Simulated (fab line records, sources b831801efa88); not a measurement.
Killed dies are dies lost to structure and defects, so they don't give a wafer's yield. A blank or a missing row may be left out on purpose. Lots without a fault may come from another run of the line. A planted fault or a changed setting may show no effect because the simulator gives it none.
Chamber matching | flow sky130 | SKY_CAPM_CVD_00 on pecvd-03: 3 sister chambers
The step deposits SiO2, target thk 15.5 nm. 30 wafers are shown with their chamber, then 12 later ones without.

WAFERS WITH THEIR CHAMBER
wafer  | chamber | heater_power_w (W)
L074.1 | 1       | 806
L074.2 | 2       | 740
L074.3 | 0       | 686
L074.4 | 0       | 703
L074.5 | 1       | 783
L074.6 | 2       | 752
L075.1 | 0       | 751
L075.2 | 2       | 866
L075.3 | 1       | 670
L075.4 | 1       | 702
L075.5 | 2       | 874
L075.6 | 0       | 736
L078.4 | 2       | 866
L078.5 | 1       | 691
L078.6 | 0       | 720
L081.1 | 0       | 695
L081.2 | 1       | 715
L081.5 | 1       | 724
L085.2 | 0       | 624
L085.3 | 1       | 778
L085.6 | 1       | 786
L086.1 | 0       | 689
L086.4 | 0       | 707
L086.6 | 1       | 697
L088.2 | 1       | 672
L088.4 | 1       | 677
L088.5 | 1       | 661
L090.1 | 0       | 764
L090.4 | 0       | 774
L090.5 | 0       | 729

SIGNATURES (means of the wafers above)
reading        | chamber 0 | chamber 1 | chamber 2 | scatter within a chamber
heater_power_w | 714.83    | 720.15    | 819.60    | 50
Rule: a wafer's distance from a chamber is the root of the sum, over the readings, of the square of ((its reading less the chamber's mean) divided by the reading's scatter). The wafer belongs to the nearest chamber; if the next one is less than 2 further off, it can't be placed. The scatter: the root of (the sum of the squares of (reading less its chamber's mean) over the shown wafers, divided by (wafers less chambers)).

WAFERS WITHOUT THEIR CHAMBER
wafer  | heater_power_w (W)
L093.1 | 740
L093.3 | 795
L093.5 | 735
L094.1 | 867
L094.4 | 728
L094.6 | 737
L095.2 | 716
L095.3 | 862
L095.6 | 848
L097.4 | 887
L097.5 | 698
L097.6 | 702

WHICH CHAMBER EACH WENT THROUGH
wafer  | from the rows above          | in truth
L093.1 | can't be placed: 1 or 0 or 2 | 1
L093.3 | can't be placed: 2 or 1 or 0 | 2
L093.5 | can't be placed: 1 or 0 or 2 | 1
L094.1 | can't be placed: 2 or 1      | 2
L094.4 | can't be placed: 1 or 0 or 2 | 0
L094.6 | can't be placed: 1 or 0 or 2 | 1
L095.2 | can't be placed: 0 or 1      | 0
L095.3 | can't be placed: 2 or 1      | 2
L095.6 | can't be placed: 2 or 1      | 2
L097.4 | can't be placed: 2 or 1      | 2
L097.5 | can't be placed: 0 or 1      | 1
L097.6 | can't be placed: 0 or 1      | 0
Placed correctly: 0 of 12. Can't be placed from these rows: 12 (the true chamber is among the candidates in 12). Placed wrongly: 0.
